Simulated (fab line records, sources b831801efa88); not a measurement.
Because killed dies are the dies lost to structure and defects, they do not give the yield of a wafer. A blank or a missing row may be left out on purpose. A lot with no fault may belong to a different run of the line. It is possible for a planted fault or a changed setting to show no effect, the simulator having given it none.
fab line records || flow sky130
[record] {"lots": 14, "wafers": 42, "lastDay": 50}
route steps=708 shown METAL3@536 VIA3@575
lots with no fault: from the same line, run without faults
startH: hours from the record's first day to the start of the lot's first wafer shown || waitH: hours from the lot's prior step to this one || " the same as in the row above || L1.1+2: one row covering several wafers at once || - no value, or no start was given || * or withheld: withheld || < > ~ a bound
route shown NAME@n: a module of which the file shows steps, and the number in the route of the first || usual: the fault-free wafers' mean and standard deviation || same: alike in all rows || chamber/n: place in a boat || sites: per-site readings || _std_site: how widely they spread, as a standard deviation || _edge_site: inner sites' mean taken away from outer sites' mean || radiusMm: for every site, how far away it sits from the centre of the wafer || mask NAME#n: copy n || behind: the most recent tool/chamber to have shaped the wafer || hold: why the lot went on hold/how many hours it stayed there/how the hold came to an end || device: which transistor (n, p or np) failed to switch || end of line: the same wafers' tests at the end of the route || for a step that has no rows: nothing shown but its recipe || killed: count of dies lost to structure and defects at first sort (not the wafer's yield) || map: a wafer's dies, x killed, . not, _ none there
set.NAME: the setting that was run; set.NAME@STEP: the one run at that earlier step || model.NAME: the simulator's own value behind a step, which no gauge read
the route's steps for a sample of lots (tables are steps, rows are wafers)
services: the hour from which a tool's chamber was out of use, counted from the record's first day as startH (under 0 if before that day), plus the number of hours and why
[[steps]]
[step SKY_METAL3_SPUTTER_04]
[recipe] {"material": "TiN", "targetThkNm": 70, "powerW": 6500, "timeS": 58.3, "chamberPressurePa": 0.4}
[usual] {"throttleValvePct": "30.2/1.1"}
{"lot.wafer": "L900.3", "tool": "pvdSputter-01", "chamber": "-", "startH": 886.81, "waitH": 0.0, "throttleValvePct": 30.9}
{"lot.wafer": "L900.5", "tool": "pvdSputter-01", "chamber": "-", "startH": 886.81, "waitH": 0.0, "throttleValvePct": 29.5}
{"lot.wafer": "L900.6", "tool": "pvdSputter-01", "chamber": "-", "startH": 886.81, "waitH": 0.0, "throttleValvePct": 30.5}
{"lot.wafer": "L901.1", "tool": "pvdSputter-02", "chamber": "-", "startH": 893.49, "waitH": 0.0, "throttleValvePct": 29.2}
{"lot.wafer": "L901.4", "tool": "pvdSputter-02", "chamber": "-", "startH": 893.49, "waitH": 0.0, "throttleValvePct": 31.3}
{"lot.wafer": "L901.5", "tool": "pvdSputter-02", "chamber": "-", "startH": 893.49, "waitH": 0.0, "throttleValvePct": 29.3}
{"lot.wafer": "L902.1", "tool": "pvdSputter-04", "chamber": "-", "startH": 897.06, "waitH": 0.0, "throttleValvePct": 28.6}
{"lot.wafer": "L902.2", "tool": "pvdSputter-04", "chamber": "-", "startH": 897.06, "waitH": 0.0, "throttleValvePct": 31.7}
{"lot.wafer": "L902.4", "tool": "pvdSputter-04", "chamber": "-", "startH": 897.06, "waitH": 0.0, "throttleValvePct": 30.9}
{"lot.wafer": "L906.4", "tool": "pvdSputter-01", "chamber": "-", "startH": 909.62, "waitH": 0.0, "throttleValvePct": 30.9}
{"lot.wafer": "L906.5", "tool": "pvdSputter-01", "chamber": "-", "startH": 909.62, "waitH": 0.0, "throttleValvePct": 31.9}
{"lot.wafer": "L906.6", "tool": "pvdSputter-01", "chamber": "-", "startH": 909.62, "waitH": 0.0, "throttleValvePct": 29.6}
{"lot.wafer": "L907.3", "tool": "pvdSputter-04", "chamber": "-", "startH": 918.72, "waitH": 0.0, "throttleValvePct": 28.5}
{"lot.wafer": "L907.4", "tool": "pvdSputter-04", "chamber": "-", "startH": 918.72, "waitH": 0.0, "throttleValvePct": 28.5}
{"lot.wafer": "L907.5", "tool": "pvdSputter-04", "chamber": "-", "startH": 918.72, "waitH": 0.0, "throttleValvePct": 28.5}
{"lot.wafer": "L908.3", "tool": "pvdSputter-04", "chamber": "-", "startH": 927.46, "waitH": 0.0, "throttleValvePct": 31.6}
{"lot.wafer": "L908.5", "tool": "pvdSputter-04", "chamber": "-", "startH": 927.46, "waitH": 0.0, "throttleValvePct": 30.6}
{"lot.wafer": "L908.6", "tool": "pvdSputter-04", "chamber": "-", "startH": 927.46, "waitH": 0.0, "throttleValvePct": 28.1}
{"lot.wafer": "L909.1", "tool": "pvdSputter-01", "chamber": "-", "startH": 933.57, "waitH": 0.0, "throttleValvePct": 31.9}
{"lot.wafer": "L909.2", "tool": "pvdSputter-01", "chamber": "-", "startH": 933.57, "waitH": 0.0, "throttleValvePct": 30.5}
{"lot.wafer": "L909.4", "tool": "pvdSputter-01", "chamber": "-", "startH": 933.57, "waitH": 0.0, "throttleValvePct": 30.9}
{"lot.wafer": "L913.2", "tool": "pvdSputter-04", "chamber": "-", "startH": 954.86, "waitH": 0.0, "throttleValvePct": 28.4}
{"lot.wafer": "L913.3", "tool": "pvdSputter-04", "chamber": "-", "startH": 954.86, "waitH": 0.0, "throttleValvePct": 28.7}
{"lot.wafer": "L913.6", "tool": "pvdSputter-04", "chamber": "-", "startH": 954.86, "waitH": 0.0, "throttleValvePct": 31.5}
{"lot.wafer": "L914.1", "tool": "pvdSputter-04", "chamber": "-", "startH": 964.01, "waitH": 0.0, "throttleValvePct": 30.8}
{"lot.wafer": "L914.2", "tool": "pvdSputter-04", "chamber": "-", "startH": 964.01, "waitH": 0.0, "throttleValvePct": 28.4}
{"lot.wafer": "L914.3", "tool": "pvdSputter-04", "chamber": "-", "startH": 964.01, "waitH": 0.0, "throttleValvePct": 31.8}
{"lot.wafer": "L915.1", "tool": "pvdSputter-01", "chamber": "-", "startH": 977.72, "waitH": 0.0, "throttleValvePct": 29.7}
{"lot.wafer": "L915.2", "tool": "pvdSputter-01", "chamber": "-", "startH": 977.72, "waitH": 0.0, "throttleValvePct": 30.7}
{"lot.wafer": "L915.6", "tool": "pvdSputter-01", "chamber": "-", "startH": 977.72, "waitH": 0.0, "throttleValvePct": 30.6}
{"lot.wafer": "L919.2", "tool": "pvdSputter-02", "chamber": "-", "startH": 1002.68, "waitH": 0.0, "throttleValvePct": 29.5}
{"lot.wafer": "L919.3", "tool": "pvdSputter-02", "chamber": "-", "startH": 1002.68, "waitH": 0.0, "throttleValvePct": 31.2}
{"lot.wafer": "L919.4", "tool": "pvdSputter-02", "chamber": "-", "startH": 1002.68, "waitH": 0.0, "throttleValvePct": 29.2}
{"lot.wafer": "L920.4", "tool": "pvdSputter-04", "chamber": "-", "startH": 1008.23, "waitH": 0.0, "throttleValvePct": 28.8}
{"lot.wafer": "L920.5", "tool": "pvdSputter-04", "chamber": "-", "startH": 1008.23, "waitH": 0.0, "throttleValvePct": 31.9}
{"lot.wafer": "L920.6", "tool": "pvdSputter-04", "chamber": "-", "startH": 1008.23, "waitH": 0.0, "throttleValvePct": 30.8}
{"lot.wafer": "L921.1", "tool": "pvdSputter-01", "chamber": "-", "startH": 1010.22, "waitH": 0.0, "throttleValvePct": 29.4}
{"lot.wafer": "L921.3", "tool": "pvdSputter-01", "chamber": "-", "startH": 1010.22, "waitH": 0.0, "throttleValvePct": 30.6}
{"lot.wafer": "L921.4", "tool": "pvdSputter-01", "chamber": "-", "startH": 1010.22, "waitH": 0.0, "throttleValvePct": 30.8}
{"lot.wafer": "L922.2", "tool": "pvdSputter-02", "chamber": "-", "startH": 1018.59, "waitH": 0.0, "throttleValvePct": 29.3}
{"lot.wafer": "L922.3", "tool": "pvdSputter-02", "chamber": "-", "startH": 1018.59, "waitH": 0.0, "throttleValvePct": 30.8}
{"lot.wafer": "L922.6", "tool": "pvdSputter-02", "chamber": "-", "startH": 1018.59, "waitH": 0.0, "throttleValvePct": 31.1}
[step SKY_METAL3_DEVELOP_12]
[recipe] {"developTimeS": 60, "resist": "KrF-thick", "devTempC": 21}
[usual] {"chillPlateTempC": "22.99/0.11", "developTimeS": "60/0"}
{"lot.wafer": "L900.3", "tool": "lithoTrack-03", "chamber": 0, "startH": 936, "waitH": "-", "chillPlateTempC": 22.97, "developTimeS": 60}
{"lot.wafer": "L900.5", "tool": "lithoTrack-03", "chamber": 0, "startH": 936, "waitH": "-", "chillPlateTempC": 23.07, "developTimeS": 60}
{"lot.wafer": "L900.6", "tool": "lithoTrack-03", "chamber": 0, "startH": 936, "waitH": "-", "chillPlateTempC": 23.12, "developTimeS": 60}
{"lot.wafer": "L901.1", "tool": "lithoTrack-01", "chamber": 0, "startH": 942, "waitH": "-", "chillPlateTempC": 22.93, "developTimeS": 60}
{"lot.wafer": "L901.4", "tool": "lithoTrack-01", "chamber": 0, "startH": 943, "waitH": "-", "chillPlateTempC": 22.99, "developTimeS": 60}
{"lot.wafer": "L901.5", "tool": "lithoTrack-01", "chamber": 0, "startH": 943, "waitH": "-", "chillPlateTempC": 23.09, "developTimeS": 60}
{"lot.wafer": "L902.1", "tool": "lithoTrack-03", "chamber": 0, "startH": 947, "waitH": "-", "chillPlateTempC": 22.87, "developTimeS": 60}
{"lot.wafer": "L902.2", "tool": "lithoTrack-03", "chamber": 0, "startH": 947, "waitH": "-", "chillPlateTempC": 23.05, "developTimeS": 60}
{"lot.wafer": "L902.4", "tool": "lithoTrack-03", "chamber": 0, "startH": 947, "waitH": "-", "chillPlateTempC": 23.13, "developTimeS": 60}
{"lot.wafer": "L906.4", "tool": "lithoTrack-03", "chamber": 0, "startH": 959, "waitH": "-", "chillPlateTempC": 22.81, "developTimeS": 60}
{"lot.wafer": "L906.5", "tool": "lithoTrack-03", "chamber": 0, "startH": 959, "waitH": "-", "chillPlateTempC": 22.87, "developTimeS": 60}
{"lot.wafer": "L906.6", "tool": "lithoTrack-03", "chamber": 0, "startH": 959, "waitH": "-", "chillPlateTempC": 22.99, "developTimeS": 60}
{"lot.wafer": "L907.3", "tool": "lithoTrack-01", "chamber": 0, "startH": 967, "waitH": "-", "chillPlateTempC": 23.02, "developTimeS": 60}
{"lot.wafer": "L907.4", "tool": "lithoTrack-01", "chamber": 0, "startH": 967, "waitH": "-", "chillPlateTempC": 23.03, "developTimeS": 60}
{"lot.wafer": "L907.5", "tool": "lithoTrack-01", "chamber": 0, "startH": 967, "waitH": "-", "chillPlateTempC": 23.05, "developTimeS": 60}
{"lot.wafer": "L908.3", "tool": "lithoTrack-03", "chamber": 0, "startH": 976, "waitH": "-", "chillPlateTempC": 22.93, "developTimeS": 60}
{"lot.wafer": "L908.5", "tool": "lithoTrack-03", "chamber": 0, "startH": 976, "waitH": "-", "chillPlateTempC": 23.00, "developTimeS": 60}
{"lot.wafer": "L908.6", "tool": "lithoTrack-03", "chamber": 0, "startH": 976, "waitH": "-", "chillPlateTempC": 22.98, "developTimeS": 60}
{"lot.wafer": "L909.1", "tool": "lithoTrack-03", "chamber": 0, "startH": 982, "waitH": "-", "chillPlateTempC": 22.85, "developTimeS": 60}
{"lot.wafer": "L909.2", "tool": "lithoTrack-03", "chamber": 0, "startH": 982, "waitH": "-", "chillPlateTempC": 22.86, "developTimeS": 60}
{"lot.wafer": "L909.4", "tool": "lithoTrack-03", "chamber": 0, "startH": 983, "waitH": "-", "chillPlateTempC": 23.14, "developTimeS": 60}
{"lot.wafer": "L913.2", "tool": "lithoTrack-03", "chamber": "-", "startH": 1003, "waitH": "-", "chillPlateTempC": "-", "developTimeS": "-"}
{"lot.wafer": "L913.3", "tool": "lithoTrack-03", "chamber": "-", "startH": 1003, "waitH": "-", "chillPlateTempC": "-", "developTimeS": "-"}
{"lot.wafer": "L913.6", "tool": "lithoTrack-03", "chamber": "-", "startH": 1003, "waitH": "-", "chillPlateTempC": "-", "developTimeS": "-"}
{"lot.wafer": "L914.1", "tool": "lithoTrack-04", "chamber": "-", "startH": 1011, "waitH": "-", "chillPlateTempC": "-", "developTimeS": "-"}
{"lot.wafer": "L914.2", "tool": "lithoTrack-04", "chamber": "-", "startH": 1011, "waitH": "-", "chillPlateTempC": "-", "developTimeS": "-"}
{"lot.wafer": "L914.3", "tool": "lithoTrack-04", "chamber": "-", "startH": 1011, "waitH": "-", "chillPlateTempC": "-", "developTimeS": "-"}
{"lot.wafer": "L915.1", "tool": "lithoTrack-01", "chamber": 0, "startH": 1024, "waitH": "-", "chillPlateTempC": 22.91, "developTimeS": 60}
{"lot.wafer": "L915.2", "tool": "lithoTrack-01", "chamber": 0, "startH": 1024, "waitH": "-", "chillPlateTempC": 22.99, "developTimeS": 60}
{"lot.wafer": "L915.6", "tool": "lithoTrack-01", "chamber": 0, "startH": 1024, "waitH": "-", "chillPlateTempC": 22.93, "developTimeS": 60}
{"lot.wafer": "L919.2", "tool": "lithoTrack-01", "chamber": 0, "startH": 1048, "waitH": "-", "chillPlateTempC": 22.97, "developTimeS": 60}
{"lot.wafer": "L919.3", "tool": "lithoTrack-01", "chamber": 0, "startH": 1048, "waitH": "-", "chillPlateTempC": 22.82, "developTimeS": 60}
{"lot.wafer": "L919.4", "tool": "lithoTrack-01", "chamber": 0, "startH": 1048, "waitH": "-", "chillPlateTempC": 22.88, "developTimeS": 60}
{"lot.wafer": "L920.4", "tool": "lithoTrack-03", "chamber": 0, "startH": 1052, "waitH": "-", "chillPlateTempC": 22.96, "developTimeS": 60}
{"lot.wafer": "L920.5", "tool": "lithoTrack-03", "chamber": 0, "startH": 1052, "waitH": "-", "chillPlateTempC": 23.01, "developTimeS": 60}
{"lot.wafer": "L920.6", "tool": "lithoTrack-03", "chamber": 0, "startH": 1052, "waitH": "-", "chillPlateTempC": 22.89, "developTimeS": 60}
{"lot.wafer": "L921.1", "tool": "lithoTrack-04", "chamber": 0, "startH": 1055, "waitH": "-", "chillPlateTempC": 22.98, "developTimeS": 60}
{"lot.wafer": "L921.3", "tool": "lithoTrack-04", "chamber": 0, "startH": 1055, "waitH": "-", "chillPlateTempC": 23.09, "developTimeS": 60}
{"lot.wafer": "L921.4", "tool": "lithoTrack-04", "chamber": 0, "startH": 1055, "waitH": "-", "chillPlateTempC": 23.19, "developTimeS": 60}
{"lot.wafer": "L922.2", "tool": "lithoTrack-01", "chamber": 0, "startH": 1063, "waitH": "-", "chillPlateTempC": 23.05, "developTimeS": 60}
{"lot.wafer": "L922.3", "tool": "lithoTrack-01", "chamber": 0, "startH": 1063, "waitH": "-", "chillPlateTempC": 22.81, "developTimeS": 60}
{"lot.wafer": "L922.6", "tool": "lithoTrack-01", "chamber": 0, "startH": 1063, "waitH": "-", "chillPlateTempC": 22.80, "developTimeS": 60}
[step SKY_METAL3_OVL_MEAS_14]
[usual] {"METAL3_OVL": "-2/5"}
{"lot.wafer": "L900.3", "tool": "overlay-01", "chamber": "-", "startH": 936.83, "waitH": 0.1, "METAL3_OVL[nm]": 4}
{"lot.wafer": "L900.5", "tool": "overlay-01", "chamber": "-", "startH": 936.83, "waitH": 0.1, "METAL3_OVL[nm]": 6}
{"lot.wafer": "L900.6", "tool": "overlay-01", "chamber": "-", "startH": 936.83, "waitH": 0.1, "METAL3_OVL[nm]": 4}
{"lot.wafer": "L901.1", "tool": "overlay-01", "chamber": "-", "startH": 943.22, "waitH": 0.1, "METAL3_OVL[nm]": 3}
{"lot.wafer": "L901.4", "tool": "overlay-01", "chamber": "-", "startH": 943.22, "waitH": 0.1, "METAL3_OVL[nm]": -2}
{"lot.wafer": "L901.5", "tool": "overlay-01", "chamber": "-", "startH": 943.22, "waitH": 0.1, "METAL3_OVL[nm]": 1}
{"lot.wafer": "L902.1", "tool": "overlay-02", "chamber": "-", "startH": 947.42, "waitH": 0.1, "METAL3_OVL[nm]": 0}
{"lot.wafer": "L902.2", "tool": "overlay-02", "chamber": "-", "startH": 947.42, "waitH": 0.1, "METAL3_OVL[nm]": -4}
{"lot.wafer": "L902.4", "tool": "overlay-02", "chamber": "-", "startH": 947.42, "waitH": 0.1, "METAL3_OVL[nm]": 3}
{"lot.wafer": "L906.4", "tool": "overlay-02", "chamber": "-", "startH": 959.34, "waitH": 0.1, "METAL3_OVL[nm]": -2}
{"lot.wafer": "L906.5", "tool": "overlay-02", "chamber": "-", "startH": 959.34, "waitH": 0.1, "METAL3_OVL[nm]": -4}
{"lot.wafer": "L906.6", "tool": "overlay-02", "chamber": "-", "startH": 959.34, "waitH": 0.1, "METAL3_OVL[nm]": -1}
{"lot.wafer": "L907.3", "tool": "overlay-01", "chamber": "-", "startH": 968.09, "waitH": 0.1, "METAL3_OVL[nm]": -7}
{"lot.wafer": "L907.4", "tool": "overlay-01", "chamber": "-", "startH": 968.09, "waitH": 0.1, "METAL3_OVL[nm]": 1}
{"lot.wafer": "L907.5", "tool": "overlay-01", "chamber": "-", "startH": 968.09, "waitH": 0.1, "METAL3_OVL[nm]": -3}
{"lot.wafer": "L908.3", "tool": "overlay-02", "chamber": "-", "startH": 976.83, "waitH": 0.1, "METAL3_OVL[nm]": -1}
{"lot.wafer": "L908.5", "tool": "overlay-02", "chamber": "-", "startH": 976.83, "waitH": 0.1, "METAL3_OVL[nm]": -1}
{"lot.wafer": "L908.6", "tool": "overlay-02", "chamber": "-", "startH": 976.83, "waitH": 0.1, "METAL3_OVL[nm]": -13}
{"lot.wafer": "L909.1", "tool": "overlay-01", "chamber": "-", "startH": 983.22, "waitH": 0.1, "METAL3_OVL[nm]": -3}
{"lot.wafer": "L909.2", "tool": "overlay-01", "chamber": "-", "startH": 983.22, "waitH": 0.1, "METAL3_OVL[nm]": -18}
{"lot.wafer": "L909.4", "tool": "overlay-01", "chamber": "-", "startH": 983.22, "waitH": 0.1, "METAL3_OVL[nm]": -15}
{"lot.wafer": "L913.2", "tool": "overlay-01", "chamber": "-", "startH": 1003.62, "waitH": 0.1, "METAL3_OVL[nm]": "-"}
{"lot.wafer": "L913.3", "tool": "overlay-01", "chamber": "-", "startH": 1003.62, "waitH": 0.1, "METAL3_OVL[nm]": "-"}
{"lot.wafer": "L913.6", "tool": "overlay-01", "chamber": "-", "startH": 1003.62, "waitH": 0.1, "METAL3_OVL[nm]": "-"}
{"lot.wafer": "L914.1", "tool": "overlay-01", "chamber": "-", "startH": 1011.46, "waitH": 0.1, "METAL3_OVL[nm]": "-"}
{"lot.wafer": "L914.2", "tool": "overlay-01", "chamber": "-", "startH": 1011.46, "waitH": 0.1, "METAL3_OVL[nm]": "-"}
{"lot.wafer": "L914.3", "tool": "overlay-01", "chamber": "-", "startH": 1011.46, "waitH": 0.1, "METAL3_OVL[nm]": "-"}
{"lot.wafer": "L915.1", "tool": "overlay-01", "chamber": "-", "startH": 1024.47, "waitH": 0.1, "METAL3_OVL[nm]": -4}
{"lot.wafer": "L915.2", "tool": "overlay-01", "chamber": "-", "startH": 1024.47, "waitH": 0.1, "METAL3_OVL[nm]": 0}
{"lot.wafer": "L915.6", "tool": "overlay-01", "chamber": "-", "startH": 1024.47, "waitH": 0.1, "METAL3_OVL[nm]": -9}
{"lot.wafer": "L919.2", "tool": "overlay-01", "chamber": "-", "startH": 1048.33, "waitH": 0.1, "METAL3_OVL[nm]": 6}
{"lot.wafer": "L919.3", "tool": "overlay-01", "chamber": "-", "startH": 1048.33, "waitH": 0.1, "METAL3_OVL[nm]": 5}
{"lot.wafer": "L919.4", "tool": "overlay-01", "chamber": "-", "startH": 1048.33, "waitH": 0.1, "METAL3_OVL[nm]": 11}
{"lot.wafer": "L920.4", "tool": "overlay-02", "chamber": "-", "startH": 1052.64, "waitH": 0.1, "METAL3_OVL[nm]": -4}
{"lot.wafer": "L920.5", "tool": "overlay-02", "chamber": "-", "startH": 1052.64, "waitH": 0.1, "METAL3_OVL[nm]": 4}
{"lot.wafer": "L920.6", "tool": "overlay-02", "chamber": "-", "startH": 1052.64, "waitH": 0.1, "METAL3_OVL[nm]": -3}
{"lot.wafer": "L921.1", "tool": "overlay-02", "chamber": "-", "startH": 1056.01, "waitH": 0.1, "METAL3_OVL[nm]": -3}
{"lot.wafer": "L921.3", "tool": "overlay-02", "chamber": "-", "startH": 1056.01, "waitH": 0.1, "METAL3_OVL[nm]": -7}
{"lot.wafer": "L921.4", "tool": "overlay-02", "chamber": "-", "startH": 1056.01, "waitH": 0.1, "METAL3_OVL[nm]": 6}
{"lot.wafer": "L922.2", "tool": "overlay-02", "chamber": "-", "startH": 1063.28, "waitH": 0.1, "METAL3_OVL[nm]": 0}
{"lot.wafer": "L922.3", "tool": "overlay-02", "chamber": "-", "startH": 1063.28, "waitH": 0.1, "METAL3_OVL[nm]": -4}
{"lot.wafer": "L922.6", "tool": "overlay-02", "chamber": "-", "startH": 1063.28, "waitH": 0.1, "METAL3_OVL[nm]": 2}
[step SKY_VIA3_CMP_02]
[recipe] {"material": "SiO2", "downForcePsi": 4, "platenRpm": 60, "padVelocityMS": 0.94248}
[usual] {"motorCurrentA": "11.9/0.91", "platenRpm": "60.00/0.044", "retainingRingPressureFrac": "1.000/0.0048"}
{"lot.wafer": "L900.3", "tool": "cmp-01", "chamber": 2, "startH": 938.11, "waitH": 0.1, "motorCurrentA": 12.9, "platenRpm": 59.94, "retainingRingPressureFrac": 1.002}
{"lot.wafer": "L900.5", "tool": "cmp-01", "chamber": 0, "startH": 938.11, "waitH": 0.1, "motorCurrentA": 12.4, "platenRpm": 60.02, "retainingRingPressureFrac": 0.997}
{"lot.wafer": "L900.6", "tool": "cmp-01", "chamber": 1, "startH": 938.11, "waitH": 0.1, "motorCurrentA": 11.0, "platenRpm": 59.95, "retainingRingPressureFrac": 1.000}
{"lot.wafer": "L901.1", "tool": "cmp-02", "chamber": 3, "startH": 944.52, "waitH": 0.2, "motorCurrentA": 12.4, "platenRpm": 60.00, "retainingRingPressureFrac": 0.996}
{"lot.wafer": "L901.4", "tool": "cmp-02", "chamber": 0, "startH": 944.52, "waitH": 0.2, "motorCurrentA": 12.5, "platenRpm": 59.98, "retainingRingPressureFrac": 0.992}
{"lot.wafer": "L901.5", "tool": "cmp-02", "chamber": 3, "startH": 944.52, "waitH": 0.2, "motorCurrentA": 12.5, "platenRpm": 60.00, "retainingRingPressureFrac": 0.999}
{"lot.wafer": "L902.2", "tool": "cmp-02", "chamber": 3, "startH": 948.63, "waitH": 0.0, "motorCurrentA": 12.5, "platenRpm": 59.97, "retainingRingPressureFrac": 0.990}
{"lot.wafer": "L902.1", "tool": "cmp-02", "chamber": 0, "startH": 948.63, "waitH": 0.0, "motorCurrentA": 12.7, "platenRpm": 59.99, "retainingRingPressureFrac": 1.000}
{"lot.wafer": "L902.4", "tool": "cmp-02", "chamber": 1, "startH": 948.63, "waitH": 0.0, "motorCurrentA": 12.2, "platenRpm": 59.92, "retainingRingPressureFrac": 0.998}
{"lot.wafer": "L906.4", "tool": "cmp-01", "chamber": 0, "startH": 960.50, "waitH": 0.0, "motorCurrentA": 12.2, "platenRpm": 60.00, "retainingRingPressureFrac": 0.992}
{"lot.wafer": "L906.5", "tool": "cmp-01", "chamber": 0, "startH": 960.50, "waitH": 0.0, "motorCurrentA": 12.1, "platenRpm": 60.04, "retainingRingPressureFrac": 0.995}
{"lot.wafer": "L906.6", "tool": "cmp-01", "chamber": 1, "startH": 960.50, "waitH": 0.0, "motorCurrentA": 11.1, "platenRpm": 60.04, "retainingRingPressureFrac": 0.997}
{"lot.wafer": "L907.3", "tool": "cmp-01", "chamber": 2, "startH": 969.26, "waitH": 0.0, "motorCurrentA": 12.4, "platenRpm": 59.88, "retainingRingPressureFrac": 0.994}
{"lot.wafer": "L907.4", "tool": "cmp-01", "chamber": 0, "startH": 969.26, "waitH": 0.0, "motorCurrentA": 12.1, "platenRpm": 60.04, "retainingRingPressureFrac": 0.999}
{"lot.wafer": "L907.5", "tool": "cmp-01", "chamber": 2, "startH": 969.26, "waitH": 0.0, "motorCurrentA": 12.7, "platenRpm": 60.01, "retainingRingPressureFrac": 0.995}
{"lot.wafer": "L908.3", "tool": "cmp-02", "chamber": 2, "startH": 978.06, "waitH": 0.1, "motorCurrentA": 11.3, "platenRpm": 60.04, "retainingRingPressureFrac": 0.992}
{"lot.wafer": "L908.6", "tool": "cmp-02", "chamber": 1, "startH": 978.06, "waitH": 0.1, "motorCurrentA": 11.6, "platenRpm": 60.02, "retainingRingPressureFrac": 1.005}
{"lot.wafer": "L908.5", "tool": "cmp-02", "chamber": 2, "startH": 978.06, "waitH": 0.1, "motorCurrentA": 12.0, "platenRpm": 60.06, "retainingRingPressureFrac": 1.002}
{"lot.wafer": "L909.1", "tool": "cmp-01", "chamber": 0, "startH": 984.41, "waitH": 0.1, "motorCurrentA": 12.7, "platenRpm": 60.01, "retainingRingPressureFrac": 1.003}
{"lot.wafer": "L909.2", "tool": "cmp-01", "chamber": 2, "startH": 984.41, "waitH": 0.1, "motorCurrentA": 13.5, "platenRpm": 59.94, "retainingRingPressureFrac": 1.010}
{"lot.wafer": "L909.4", "tool": "cmp-01", "chamber": 3, "startH": 984.41, "waitH": 0.1, "motorCurrentA": 9.8, "platenRpm": 60.00, "retainingRingPressureFrac": 1.006}
{"lot.wafer": "L915.2", "tool": "cmp-02", "chamber": 1, "startH": 1025.66, "waitH": 0.0, "motorCurrentA": 12.7, "platenRpm": 60.10, "retainingRingPressureFrac": 1.000}
{"lot.wafer": "L915.1", "tool": "cmp-02", "chamber": 2, "startH": 1025.66, "waitH": 0.0, "motorCurrentA": 11.7, "platenRpm": 59.92, "retainingRingPressureFrac": 1.008}
{"lot.wafer": "L915.6", "tool": "cmp-02", "chamber": 1, "startH": 1025.66, "waitH": 0.0, "motorCurrentA": 12.3, "platenRpm": 60.07, "retainingRingPressureFrac": 1.000}
{"lot.wafer": "L919.4", "tool": "cmp-02", "chamber": 2, "startH": 1049.51, "waitH": 0.0, "motorCurrentA": 11.5, "platenRpm": 59.96, "retainingRingPressureFrac": 1.006}
{"lot.wafer": "L919.2", "tool": "cmp-02", "chamber": 0, "startH": 1049.51, "waitH": 0.0, "motorCurrentA": 12.2, "platenRpm": 60.05, "retainingRingPressureFrac": 1.002}
{"lot.wafer": "L919.3", "tool": "cmp-02", "chamber": 1, "startH": 1049.51, "waitH": 0.0, "motorCurrentA": 12.2, "platenRpm": 59.99, "retainingRingPressureFrac": 0.994}
{"lot.wafer": "L920.4", "tool": "cmp-02", "chamber": 2, "startH": 1054.04, "waitH": 0.2, "motorCurrentA": 11.8, "platenRpm": 59.99, "retainingRingPressureFrac": 0.989}
{"lot.wafer": "L920.5", "tool": "cmp-02", "chamber": 3, "startH": 1054.04, "waitH": 0.2, "motorCurrentA": 12.8, "platenRpm": 60.03, "retainingRingPressureFrac": 1.004}
{"lot.wafer": "L920.6", "tool": "cmp-02", "chamber": 0, "startH": 1054.04, "waitH": 0.2, "motorCurrentA": 11.8, "platenRpm": 59.97, "retainingRingPressureFrac": 0.998}
{"lot.wafer": "L921.4", "tool": "cmp-01", "chamber": 2, "startH": 1057.75, "waitH": 0.0, "motorCurrentA": 12.7, "platenRpm": 60.01, "retainingRingPressureFrac": 0.996}
{"lot.wafer": "L921.3", "tool": "cmp-01", "chamber": 0, "startH": 1057.75, "waitH": 0.0, "motorCurrentA": 12.4, "platenRpm": 60.01, "retainingRingPressureFrac": 1.001}
{"lot.wafer": "L921.1", "tool": "cmp-01", "chamber": 1, "startH": 1057.75, "waitH": 0.0, "motorCurrentA": 11.1, "platenRpm": 60.02, "retainingRingPressureFrac": 1.001}
{"lot.wafer": "L922.3", "tool": "cmp-02", "chamber": 2, "startH": 1064.51, "waitH": 0.1, "motorCurrentA": 11.9, "platenRpm": 59.99, "retainingRingPressureFrac": 1.006}
{"lot.wafer": "L922.2", "tool": "cmp-02", "chamber": 3, "startH": 1064.51, "waitH": 0.1, "motorCurrentA": 13.0, "platenRpm": 60.03, "retainingRingPressureFrac": 1.001}
{"lot.wafer": "L922.6", "tool": "cmp-02", "chamber": 1, "startH": 1064.51, "waitH": 0.1, "motorCurrentA": 12.1, "platenRpm": 59.97, "retainingRingPressureFrac": 1.001}
[[services]]
{"tool": "cmp-01", "chamber": "-", "startH": 912.37, "hours": 4.0, "kind": "pm"}
{"tool": "cmp-01", "chamber": "-", "startH": 916.37, "hours": "-", "kind": "consumableReplace:conditioner"}
{"tool": "cmp-01", "chamber": "-", "startH": 916.37, "hours": "-", "kind": "consumableReplace:pad"}
{"tool": "pvdSputter-04", "chamber": "-", "startH": 919.20, "hours": 0.9, "kind": "repair"}
{"tool": "cmp-01", "chamber": "-", "startH": 943.71, "hours": 1.0, "kind": "repair"}
{"tool": "cmp-01", "chamber": "-", "startH": 947.10, "hours": 3.8, "kind": "repair"}
{"tool": "cmp-02", "chamber": "-", "startH": 951.06, "hours": 21.4, "kind": "pm"}
{"tool": "cmp-02", "chamber": "-", "startH": 990.19, "hours": 1.6, "kind": "repair"}
{"tool": "pvdSputter-02", "chamber": "-", "startH": 1008.85, "hours": 1.6, "kind": "repair"}
{"tool": "cmp-02", "chamber": "-", "startH": 1011.68, "hours": 4.4, "kind": "pm"}
{"tool": "cmp-01", "chamber": "-", "startH": 1014.27, "hours": 4.6, "kind": "repair"}
{"tool": "pvdSputter-01", "chamber": "-", "startH": 1040.28, "hours": 6.3, "kind": "repair"}
{"tool": "cmp-01", "chamber": "-", "startH": 1052.83, "hours": 3.3, "kind": "repair"}
[[key]]
[firstSign] {"step": "SKY_METAL3_DEVELOP_12", "reading": "toolRecord", "direction": "missing"}
effect none on later readings
metAt SKY_METAL3_DEVELOP_12
struckLots L913,L914
laterRowsLeftOut L913.2,L913.3,L913.6,L914.1,L914.2,L914.3
sortLeftOut L913.2,L913.3,L913.6,L914.1,L914.2,L914.3
testerLeftOut L914
notActingAt SKY_METAL3_SPUTTER_04,SKY_METAL3_OVL_MEAS_14,SKY_VIA3_CMP_02
onsetBetween 982 1003
[earlierFault] {"kind": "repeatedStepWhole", "tool": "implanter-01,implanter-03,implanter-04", "chamber": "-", "onsetH": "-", "steps": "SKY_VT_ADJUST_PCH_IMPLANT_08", "times": 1, "scope": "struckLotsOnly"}
[fault] {"kind": "skippedStepWhole", "tool": "lithoTrack-03,lithoTrack-04", "chamber": "-", "onsetH": 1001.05, "steps": "SKY_METAL3_DEVELOP_12", "scope": "struckLotsOnly"}
// testerLeftOut: of these lots the tester's yield and bins aren't shown, on N5 and GAA mostly nor the transistor test; their killed dies are dies lost to structure and defects alone, not to doping, threshold or leakage, so they don't give the yield
// sortLeftOut: the simulated sort isn't trusted on such a fault, so these wafers' sort isn't shown, and their yield isn't known
// laterRowsLeftOut: the simulator's readings of these wafers behind a module that went badly wrong aren't trusted and aren't shown, but for the sort
